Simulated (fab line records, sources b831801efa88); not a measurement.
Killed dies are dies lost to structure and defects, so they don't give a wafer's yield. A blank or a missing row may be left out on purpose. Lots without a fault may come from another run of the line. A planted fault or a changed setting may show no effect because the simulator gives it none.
fab line records | flow sky130 | part 1 of 2: steps 1 to 24 of 33
record lots=5 wafers=15 last_day=50
route steps=708 shown VIA4@643 METAL5@661
lots that met no fault: from a run of the same line without faults
start_h: hours from the record's first day to the start of the lot's first wafer shown | wait_h: hours since the lot's step before | " the same as in the row above | L1.1+2: a row that stands for several wafers | - no value, or no start given | * or withheld: withheld | < > ~ a bound
route shown NAME@n: a module of which the file shows steps, and the number in the route of the first | usual: mean/standard deviation of fault-free wafers | same: alike in all rows | chamber/n: place in a boat | sites: the reading at each site | _std_site: their standard deviation | _edge_site: outer sites' mean less inner sites' | radius_mm: how far each site lies from the wafer's centre | mask NAME#n: copy n | behind: the tool/chamber that last shaped the wafer | hold: why the lot was held/for how many hours/how that ended | device: the transistor (n, p or np) that didn't switch | end of line: the same wafers' tests at the end of the route | a step without rows: its recipe alone | killed: dies lost to structure and defects at the first sort, not the wafer's yield | map: a wafer's dies, x killed, . not, _ none there
set.NAME: the setting as run; set.NAME@STEP: as run at that earlier step | model.NAME: the simulator's own value behind a step, which no gauge read
lots at some steps of the route; a table a step, a row a wafer
services: from which hour (start_h, from the record's first day; less than 0 if before it) a tool's chamber was out of use, for how many hours, and why
## steps
# step SKY_VIA4_DEHYDRATE_04
# recipe temp_c=200 time_s=60
# usual plate_temp_C=200.00/0.15 resist_line_temp_C=23.00/0.097
# columns lot.wafer tool chamber start_h wait_h plate_temp_C resist_line_temp_C
L081.1 litho_track-02 0 1037.48 9.8 199.70 22.97
L081.5 " 0 " " 199.74 22.91
L081.6 " 0 " " 199.82 22.88
L086.2 litho_track-04 0 1067.95 10.2 200.11 23.01
L086.3 " 0 " " 199.80 22.95
L086.5 " 0 " " 199.88 22.99
L092.3 litho_track-04 0 1114.48 10.1 199.95 23.23
L092.5 " 0 " " 200.04 22.96
L092.6 " 0 " " 199.82 22.99
L091.1 litho_track-03 0 1114.82 10.1 200.19 22.98
L091.2 " 0 " " 199.89 22.93
L091.4 " 0 " " 200.13 22.87
L096.1 litho_track-03 0 1126.67 8.2 200.10 22.87
L096.4 " 0 " " 199.98 22.84
L096.5 " 0 " " 200.04 22.94
# step SKY_VIA4_HMDS_05
# recipe prime_time_s=60 prime_temp_c=120
# usual resist_line_temp_C=23.00/0.11
# columns lot.wafer tool chamber start_h wait_h resist_line_temp_C
L081.1 litho_track-02 0 1037.63 0.1 23.15
L081.5 " 0 " " 23.11
L081.6 " 0 " " 22.85
L086.2 litho_track-04 0 1068.10 0.1 23.01
L086.3 " 0 " " 22.93
L086.5 " 0 " " 22.97
L092.3 litho_track-04 0 1114.63 0.1 23.00
L092.5 " 0 " " 23.08
L092.6 " 0 " " 23.20
L091.1 litho_track-03 0 1114.97 0.1 22.98
L091.2 " 0 " " 22.71
L091.4 " 0 " " 22.84
L096.1 litho_track-03 0 1126.82 0.1 23.00
L096.4 " 0 " " 22.98
L096.5 " 0 " " 23.04
# step SKY_VIA4_COAT_06
# recipe resist=NOVOLAK spin_rpm=3000 resist_thk_nm=1140
# usual resist_line_temp_C=23.02/0.11
# columns lot.wafer tool chamber start_h wait_h resist_line_temp_C
L081.1 litho_track-02 0 1037.78 0.1 23.09
L081.5 " 0 " " 22.88
L081.6 " 0 " " 22.73
L086.2 litho_track-04 0 1068.25 0.1 22.91
L086.3 " 0 " " 22.94
L086.5 " 0 " " 22.83
L092.3 litho_track-04 0 1114.78 0.1 23.00
L092.5 " 0 " " 22.89
L092.6 " 0 " " 22.95
L091.1 litho_track-03 0 1115.12 0.1 23.10
L091.2 " 0 " " 23.19
L091.4 " 0 " " 22.95
L096.1 litho_track-03 0 1126.97 0.1 23.20
L096.4 " 0 " " 23.04
L096.5 " 0 " " 23.25
# step SKY_VIA4_SOFTBAKE_07
# recipe temp_c=90 time_s=60 resist=NOVOLAK
# usual plate_temp_C=89.98/0.12 resist_line_temp_C=22.99/0.11
# columns lot.wafer tool chamber start_h wait_h plate_temp_C resist_line_temp_C
L081.1 litho_track-02 0 1037.93 0.1 90.03 22.91
L081.5 " 0 " " 89.98 23.03
L081.6 " 0 " " 90.10 23.20
L086.2 litho_track-04 0 1068.40 0.1 89.72 23.04
L086.3 " 0 " " 89.98 22.99
L086.5 " 0 " " 89.75 22.98
L092.3 litho_track-04 0 1114.93 0.1 89.94 23.11
L092.5 " 0 " " 90.01 23.15
L092.6 " 0 " " 90.08 23.06
L091.1 litho_track-03 0 1115.27 0.1 90.19 22.95
L091.2 " 0 " " 90.04 22.87
L091.4 " 0 " " 89.88 22.89
L096.1 litho_track-03 0 1127.12 0.1 89.97 23.17
L096.4 " 0 " " 89.87 23.08
L096.5 " 0 " " 89.86 22.97
# step SKY_VIA4_EXPOSE_08
# recipe mask_id=VIM4 na=0.6 source_shape=conventional sigma_outer=0.6 polarization=unpolarized target_cd_nm=800 dose_mj=132
# columns lot.wafer tool chamber start_h wait_h mask
L081.1+5+6 iline_stepper-01 0 - - VIM4#0
L086.2+3+5 iline_stepper-01 0 - - VIM4#0
L092.3+5+6 iline_stepper-02 0 - - VIM4#0
L091.1+2+4 iline_stepper-01 0 - - VIM4#0
L096.1+4+5 iline_stepper-01 0 - - VIM4#0
# step SKY_VIA4_PEB_09
# recipe temp_c=withheld time_s=* resist=NOVOLAK
# usual resist_line_temp_C=*
# columns lot.wafer tool chamber start_h wait_h resist_line_temp_C
L081.1 litho_track-03 0 - - *
L081.5 " 0 " " *
L081.6 " 0 " " *
L086.2 litho_track-03 0 - - *
L086.3 " 0 " " *
L086.5 " 0 " " *
L092.3 litho_track-03 0 - - *
L092.5 " 0 " " *
L092.6 " 0 " " *
L091.1 litho_track-04 0 - - *
L091.2 " 0 " " *
L091.4 " 0 " " *
L096.1 litho_track-03 0 - - *
L096.4 " 0 " " *
L096.5 " 0 " " *
# step SKY_VIA4_DEVELOP_10
# recipe resist=NOVOLAK developer=TMAH develop_time_s=60 dev_temp_c=23
# usual developer_temp_C=22.98/0.1 resist_line_temp_C=22.97/0.098
# same develop_time_s=60
# columns lot.wafer tool chamber start_h wait_h developer_temp_C resist_line_temp_C
L081.1 litho_track-03 0 1049.52 0.1 22.79 23.14
L081.5 " 0 " " 22.87 23.02
L081.6 " 0 " " 22.99 22.89
L086.2 litho_track-03 0 1078.54 0.1 22.95 22.98
L086.3 " 0 " " 22.86 22.97
L086.5 " 0 " " 23.06 22.92
L092.3 litho_track-03 0 1124.47 0.1 22.78 22.95
L092.5 " 0 " " 22.93 22.95
L092.6 " 0 " " 22.84 23.03
L091.1 litho_track-04 0 1124.78 0.1 23.03 23.00
L091.2 " 0 " " 22.81 23.08
L091.4 " 0 " " 23.03 23.04
L096.1 litho_track-03 0 1136.57 0.1 23.09 22.93
L096.4 " 0 " " 22.93 22.80
L096.5 " 0 " " 22.91 23.00
# step SKY_VIA4_OVL_MEAS_11
# usual VIA4_OVL=0.9/1.6
# columns lot.wafer tool chamber start_h wait_h VIA4_OVL[nm]
L081.1 overlay-02 - 1049.67 0.1 -0.1
L081.5 " - " " -0.3
L081.6 " - " " -0.4
L086.2 overlay-01 - 1078.67 0.1 1.6
L086.3 " - " " 0.3
L086.5 " - " " -1.3
L092.3 overlay-01 - 1124.58 0.1 0.1
L092.5 " - " " 0.3
L092.6 " - " " 0.3
L091.1 overlay-02 - 1124.93 0.1 0.3
L091.2 " - " " 1.0
L091.4 " - " " 1.2
L096.1 overlay-01 - 1136.72 0.1 -0.4
L096.4 " - " " -0.3
L096.5 " - " " 0.7
# step SKY_VIA4_ETCH_12
# recipe target=SiO2 chemistry=C4F8/O2/Ar stop_on=TiN mask_material=NOVOLAK source_w=1500 bias_w=1200 pressure_mtorr=40 c4f8_flow_sccm=withheld O2_flow_sccm=6 Ar_flow_sccm=300 time_s=withheld target_depth_a=5800
# usual oes_product_au=0.926/0.0048
# columns lot.wafer tool chamber start_h wait_h oes_product_au
L081.1 rie_diel-01 2 1049.70 0.0 0.929
L081.5 " 3 " " 0.924
L081.6 " 2 " " 0.922
L086.2 rie_diel-01 2 1078.70 0.0 0.929
L086.3 " 3 " " 0.929
L086.5 " 0 " " 0.926
L092.3 rie_diel-03 2 1124.64 0.1 0.920
L092.5 " 0 " " 0.924
L092.6 " 2 " " 0.934
L091.1 rie_diel-01 3 1124.96 0.0 0.928
L091.2 " 0 " " 0.927
L091.4 " 2 " " 0.927
L096.1 rie_diel-04 3 1136.75 0.0 0.922
L096.4 " 2 " " 0.926
L096.5 " 2 " " 0.930
# step SKY_VIA4_STRIP_13
# recipe chemistry=O2/N2 power_w=1400 pressure_mtorr=1500 platen_temp_c=withheld o2_flow_sccm=3000 n2_flow_sccm=300 overash_fraction=0.5
# usual drypump_motor_current_A=5.69/0.26 n2_flow_sccm=300.1/0.78 oes_product_au=0.709/0.0051 strip_time_to_endpoint_s=12.81/0.036
# same overash_fraction=0.5
# columns lot.wafer tool chamber start_h wait_h drypump_motor_current_A n2_flow_sccm oes_product_au rf_hours_counter_h strip_time_to_endpoint_s
L081.1 plasma_asher-04 0 1049.78 - 6.10 300.7 0.719 92 12.83
L081.5 " 1 " " 5.71 300.4 0.710 - 12.82
L081.6 " 0 " " 6.09 300.1 0.707 - 12.80
L086.2 plasma_asher-04 0 1078.78 - 6.09 299.0 0.700 95 12.83
L086.3 " 0 " " 6.10 298.5 0.711 - 12.77
L086.5 " 1 " " 5.73 301.0 0.716 - 12.77
L092.3 plasma_asher-01 1 1124.75 - 5.43 299.9 0.713 - 12.86
L092.5 " 1 " " 5.45 300.3 0.699 - 12.86
L092.6 " 0 " " 5.56 300.2 0.716 - 12.89
L091.1 plasma_asher-02 0 1125.04 - 5.37 299.7 0.706 6 12.80
L091.2 " 1 " " 5.67 299.6 0.704 6 12.76
L091.4 " 0 " " 5.34 298.1 0.705 - 12.78
L096.1 plasma_asher-04 1 1136.83 - 5.71 299.1 0.716 100 12.80
L096.4 " 1 " " 5.69 300.6 0.712 - 12.82
L096.5 " 1 " " 5.73 300.3 0.708 - 12.82
# step SKY_VIA4_STRIP_14
# recipe chemistry=post_etch_residue_remover time_s=1200 temp_c=72.5
# columns lot.wafer tool chamber start_h wait_h
L081.1+5+6 wet_bench-04 2 1049.92 0.1
L086.2+3+5 wet_bench-04 1 1078.88 0.1
L092.3+5+6 wet_bench-03 0 1124.81 0.0
L091.1+2+4 wet_bench-04 0 1125.14 0.1
L096.1+4+5 wet_bench-02 3 1136.93 0.1
# step SKY_VIA4_CLEAN_15
# recipe chemistry=IPA time_s=180 temp_c=25
# columns lot.wafer tool chamber start_h wait_h
L081.1+5+6 wet_bench-03 2 1050.26 0.0
L086.2+3+5 wet_bench-03 1 1079.22 0.0
L092.3+5+6 wet_bench-02 0 1125.15 0.0
L091.1+2+4 wet_bench-02 3 1125.48 0.0
L096.1+4+5 wet_bench-03 1 1137.27 0.0
# step SKY_VIA4_CLEAN_16
# recipe chemistry=O3/DIW dry=n2_spin
# columns lot.wafer tool chamber start_h wait_h
L081.1+5+6 wet_bench-04 0 1050.32 0.0
L086.2+3+5 wet_bench-04 2 1079.28 0.0
L092.3+5+6 wet_bench-03 3 1125.21 0.0
L091.1+2+4 wet_bench-03 0 1125.54 0.0
L096.1+4+5 wet_bench-04 2 1137.34 0.0
# step SKY_VIA4_SPUTTER_17
# recipe material=TiN target_thk_nm=20 chamber_pressure_pa=5 power_w=4000 time_s=80
# usual chamber_pressure_pa=5.000/0.0096 throttle_valve_pct=30.4/0.63
# columns lot.wafer tool chamber start_h wait_h chamber_pressure_pa throttle_valve_pct
L081.1 pvd_sputter-03 - 1050.41 0.0 4.994 30.3
L081.5 " - " " 5.001 30.4
L081.6 " - " " 4.993 30.9
L086.2 pvd_sputter-02 - 1079.37 0.0 4.990 29.6
L086.3 " - " " 4.993 30.1
L086.5 " - " " 5.001 30.0
L092.3 pvd_sputter-02 - 1125.30 0.0 4.997 31.2
L092.5 " - " " 4.995 31.5
L092.6 " - " " 4.994 29.5
L091.1 pvd_sputter-01 - 1125.63 0.0 4.991 29.8
L091.2 " - " " 4.994 30.3
L091.4 " - " " 4.990 30.4
L096.1 pvd_sputter-02 - 1137.43 0.0 5.012 29.8
L096.4 " - " " 5.016 30.1
L096.5 " - " " 4.995 29.9
# step SKY_VIA4_CVD_18
# recipe material=W target_thk_nm=505 time_s=152.14 temp_c=400 pressure_torr=40
# usual heater_power_w=816/110 susceptor_temp_C=400.02/0.23
# columns lot.wafer tool chamber start_h wait_h heater_power_w susceptor_temp_C
L081.1 cvd_w-02 0 1050.47 0.0 914 399.88
L081.5 " 1 " " 969 400.06
L081.6 " 0 " " 872 400.28
L086.2 cvd_w-02 1 1079.43 0.0 937 400.47
L086.3 " 0 " " 904 400.08
L086.5 " 0 " " 904 400.28
L092.3 cvd_w-02 0 1125.42 0.1 893 399.92
L092.5 " 1 " " 933 399.98
L092.6 " 0 " " 899 399.84
L091.1 cvd_w-01 1 1125.69 0.0 725 400.11
L091.2 " 0 " " 717 399.91
L091.4 " 1 " " 734 399.85
L096.1 cvd_w-01 1 1137.49 0.0 731 400.41
L096.4 " 1 " " 717 399.85
L096.5 " 0 " " 700 400.40
# step SKY_VIA4_RS_MEAS_19
# recipe thk_meas_gauge=four-point-probe reads=W_of_VIA4_CVD_18+TiN_of_VIA4_SPUTTER_17
# usual VIA4_W_RS=0.2255/0.0018
# columns lot.wafer tool chamber start_h wait_h VIA4_W_RS[ohm/sq]
L081.1 film_metro-04 - 1050.63 0.1 0.2274
L081.5 " - " " 0.2267
L081.6 " - " " 0.2275
L086.2 film_metro-03 - 1079.60 0.1 0.2249
L086.3 " - " " 0.2245
L086.5 " - " " 0.2238
L092.3 film_metro-01 - 1125.56 0.1 0.2250
L092.5 " - " " 0.2260
L092.6 " - " " 0.2262
L091.1 film_metro-04 - 1125.84 0.1 0.2286
L091.2 " - " " 0.2237
L091.4 " - " " 0.2284
L096.1 film_metro-01 - 1137.64 0.1 0.2291
L096.4 " - " " 0.2269
L096.5 " - " " 0.2223
# step SKY_VIA4_THK_MEAS_20
# recipe thk_meas_gauge=xrf reads=W_of_VIA4_CVD_18
# usual VIA4_W_THK=515/4.8
# columns lot.wafer tool chamber start_h wait_h VIA4_W_THK[nm]
L081.1 film_metro-04 - 1050.75 0.1 514
L081.5 " - " " 513
L081.6 " - " " 513
L086.2 film_metro-03 - 1079.71 0.1 518
L086.3 " - " " 519
L086.5 " - " " 524
L092.3 film_metro-01 - 1125.66 0.1 515
L092.5 " - " " 515
L092.6 " - " " 516
L091.1 film_metro-04 - 1125.96 0.1 512
L091.2 " - " " 524
L091.4 " - " " 513
L096.1 film_metro-01 - 1137.76 0.1 504
L096.4 " - " " 509
L096.5 " - " " 521
# step SKY_VIA4_CMP_21
# recipe stop_on=SiO2 t_overpolish_s=25 down_force_psi=3.5 platen_rpm=60 target_thk_nm=0 pad_velocity_m_s=0.94248
# usual motor_current_A=10.6/0.77 overpolish_run_s=24.998/0.0081 time_to_endpoint_s=125/4.6
# columns lot.wafer tool chamber start_h wait_h motor_current_A overpolish_run_s time_to_endpoint_s
L081.1 cmp-02 2 1050.92 0.2 10.7 24.997 128
L081.6 " 0 " " 10.1 24.986 123
L081.5 " 1 " " 10.3 24.997 128
L086.3 cmp-02 0 1079.89 0.2 10.2 25.003 121
L086.2 " 3 " " 11.2 25.007 125
L086.5 " 0 " " 10.2 24.995 118
L092.3 cmp-02 2 1126.01 0.3 11.0 25.016 132
L092.5 " 0 " " 10.4 25.007 121
L092.6 " 1 " " 10.1 24.982 130
L091.2 cmp-01 2 1126.17 0.2 10.3 25.005 126
L091.4 " 3 " " 10.2 25.008 123
L091.1 " 0 " " 10.9 24.995 117
L096.1 cmp-02 3 1137.92 0.1 11.2 24.998 130
L096.4 " 0 " " 9.6 24.993 130
L096.5 " 1 " " 10.9 24.994 136
# step SKY_METAL5_SPUTTER_00
# recipe material=Ti target_thk_nm=15 power_w=3000 time_s=10 chamber_pressure_pa=0.4
# usual chamber_pressure_pa=0.4000/0.00079 throttle_valve_pct=30.6/0.85
# columns lot.wafer tool chamber start_h wait_h chamber_pressure_pa throttle_valve_pct
L081.1 pvd_sputter-01 - 1051.12 0.1 0.4005 30.0
L081.5 " - " " 0.4002 31.5
L081.6 " - " " 0.4009 29.8
L086.2 pvd_sputter-01 - 1080.19 0.1 0.4006 29.9
L086.3 " - " " 0.3998 31.8
L086.5 " - " " 0.4003 31.6
L092.3 pvd_sputter-04 - 1126.21 0.1 0.4013 32.2
L092.5 " - " " 0.4020 32.2
L092.6 " - " " 0.4003 30.3
L091.1 pvd_sputter-04 - 1126.47 0.1 0.3994 31.9
L091.2 " - " " 0.4010 30.9
L091.4 " - " " 0.3994 30.4
L096.1 pvd_sputter-01 - 1138.12 0.1 0.3987 30.3
L096.4 " - " " 0.4007 30.2
L096.5 " - " " 0.4010 30.3
# step SKY_METAL5_SPUTTER_01
# recipe material=TiN target_thk_nm=20 power_w=6500 time_s=16.7 chamber_pressure_pa=0.4
# usual chamber_pressure_pa=0.4000/0.00075 throttle_valve_pct=30.6/0.85
# columns lot.wafer tool chamber start_h wait_h chamber_pressure_pa throttle_valve_pct
L081.1 pvd_sputter-01 - 1051.15 0.0 0.3995 30.0
L081.5 " - " " 0.4006 31.9
L081.6 " - " " 0.4002 29.7
L086.2 pvd_sputter-01 - 1080.21 0.0 0.4002 30.0
L086.3 " - " " 0.4013 31.7
L086.5 " - " " 0.4010 31.7
L092.3 pvd_sputter-04 - 1126.23 0.0 0.3998 31.7
L092.5 " - " " 0.3989 32.1
L092.6 " - " " 0.4002 30.5
L091.1 pvd_sputter-04 - 1126.49 0.0 0.4000 31.8
L091.2 " - " " 0.4002 31.1
L091.4 " - " " 0.3999 30.4
L096.1 pvd_sputter-01 - 1138.14 0.0 0.3998 30.5
L096.4 " - " " 0.3996 30.2
L096.5 " - " " 0.4000 30.2
# step SKY_METAL5_SPUTTER_02
# recipe material=AlCu target_thk_nm=1150 power_w=10600 time_s=61.2 chamber_pressure_pa=0.4
# usual chamber_pressure_pa=0.4000/0.00075 throttle_valve_pct=30.6/0.87
# columns lot.wafer tool chamber start_h wait_h chamber_pressure_pa throttle_valve_pct
L081.1 pvd_sputter-01 - 1051.17 0.0 0.3997 30.2
L081.5 " - " " 0.4017 31.7
L081.6 " - " " 0.4002 30.1
L086.2 pvd_sputter-01 - 1080.24 0.0 0.3990 30.0
L086.3 " - " " 0.3998 31.7
L086.5 " - " " 0.3999 31.5
L092.3 pvd_sputter-04 - 1126.26 0.0 0.3992 32.0
L092.5 " - " " 0.3984 32.2
L092.6 " - " " 0.4002 30.3
L091.1 pvd_sputter-04 - 1126.52 0.0 0.4005 32.3
L091.2 " - " " 0.3987 31.1
L091.4 " - " " 0.4015 30.1
L096.1 pvd_sputter-01 - 1138.17 0.0 0.4011 30.2
L096.4 " - " " 0.3995 30.5
L096.5 " - " " 0.3987 30.2
# step SKY_METAL5_SPUTTER_03
# recipe material=Ti target_thk_nm=5 power_w=3000 time_s=3.3 chamber_pressure_pa=0.4
# usual chamber_pressure_pa=0.4000/0.00087 throttle_valve_pct=30.6/0.86
# columns lot.wafer tool chamber start_h wait_h chamber_pressure_pa throttle_valve_pct
L081.1 pvd_sputter-01 - 1051.22 0.0 0.4007 30.6
L081.5 " - " " 0.3994 31.9
L081.6 " - " " 0.4002 29.9
L086.2 pvd_sputter-01 - 1080.29 0.0 0.3998 29.9
L086.3 " - " " 0.4014 31.9
L086.5 " - " " 0.4014 31.7
L092.3 pvd_sputter-04 - 1126.31 0.0 0.4000 32.4
L092.5 " - " " 0.4010 31.9
L092.6 " - " " 0.3994 30.6
L091.1 pvd_sputter-04 - 1126.57 0.0 0.4016 32.0
L091.2 " - " " 0.3994 31.2
L091.4 " - " " 0.3992 30.3
L096.1 pvd_sputter-01 - 1138.22 0.0 0.4002 30.3
L096.4 " - " " 0.3998 30.5
L096.5 " - " " 0.3997 30.0
# step SKY_METAL5_SPUTTER_04
# recipe material=TiN target_thk_nm=70 power_w=6500 time_s=58.3 chamber_pressure_pa=0.4
# usual chamber_pressure_pa=0.4000/0.00083 throttle_valve_pct=30.6/0.85
# columns lot.wafer tool chamber start_h wait_h chamber_pressure_pa throttle_valve_pct
L081.1 pvd_sputter-01 - 1051.24 0.0 0.3991 30.0
L081.5 " - " " 0.4012 31.7
L081.6 " - " " 0.4005 30.0
L086.2 pvd_sputter-01 - 1080.31 0.0 0.3995 29.8
L086.3 " - " " 0.3984 31.8
L086.5 " - " " 0.3989 31.5
L092.3 pvd_sputter-04 - 1126.33 0.0 0.4005 32.2
L092.5 " - " " 0.4012 32.1
L092.6 " - " " 0.4001 30.2
L091.1 pvd_sputter-04 - 1126.59 0.0 0.4005 32.1
L091.2 " - " " 0.4007 31.1
L091.4 " - " " 0.4000 30.3
L096.1 pvd_sputter-01 - 1138.24 0.0 0.3989 30.2
L096.4 " - " " 0.4002 30.4
L096.5 " - " " 0.3999 30.0
# step SKY_METAL5_RS_MEAS_05
# recipe thk_meas_gauge=four-point-probe reads=TiN_of_METAL5_SPUTTER_04+Ti_of_METAL5_SPUTTER_03+AlCu_of_METAL5_SPUTTER_02+TiN_of_METAL5_SPUTTER_01+Ti_of_METAL5_SPUTTER_00
# usual METAL5_ALCU_RS=0.02695/0.00026
# columns lot.wafer tool chamber start_h wait_h METAL5_ALCU_RS[ohm/sq]
L081.1 film_metro-02 - 1051.29 0.0 0.02691
L081.5 " - " " 0.02682
L081.6 " - " " 0.02682
L086.2 film_metro-02 - 1080.38 0.0 0.02672
L086.3 " - " " 0.02707
L086.5 " - " " 0.02688
L092.3 film_metro-04 - 1126.42 0.1 0.02673
L092.5 " - " " 0.02662
L092.6 " - " " 0.02659
L091.1 film_metro-02 - 1126.64 0.0 0.02696
L091.2 " - " " 0.02723
L091.4 " - " " 0.02662
L096.1 film_metro-02 - 1138.29 0.0 0.02694
L096.4 " - " " 0.02683
L096.5 " - " " 0.02682
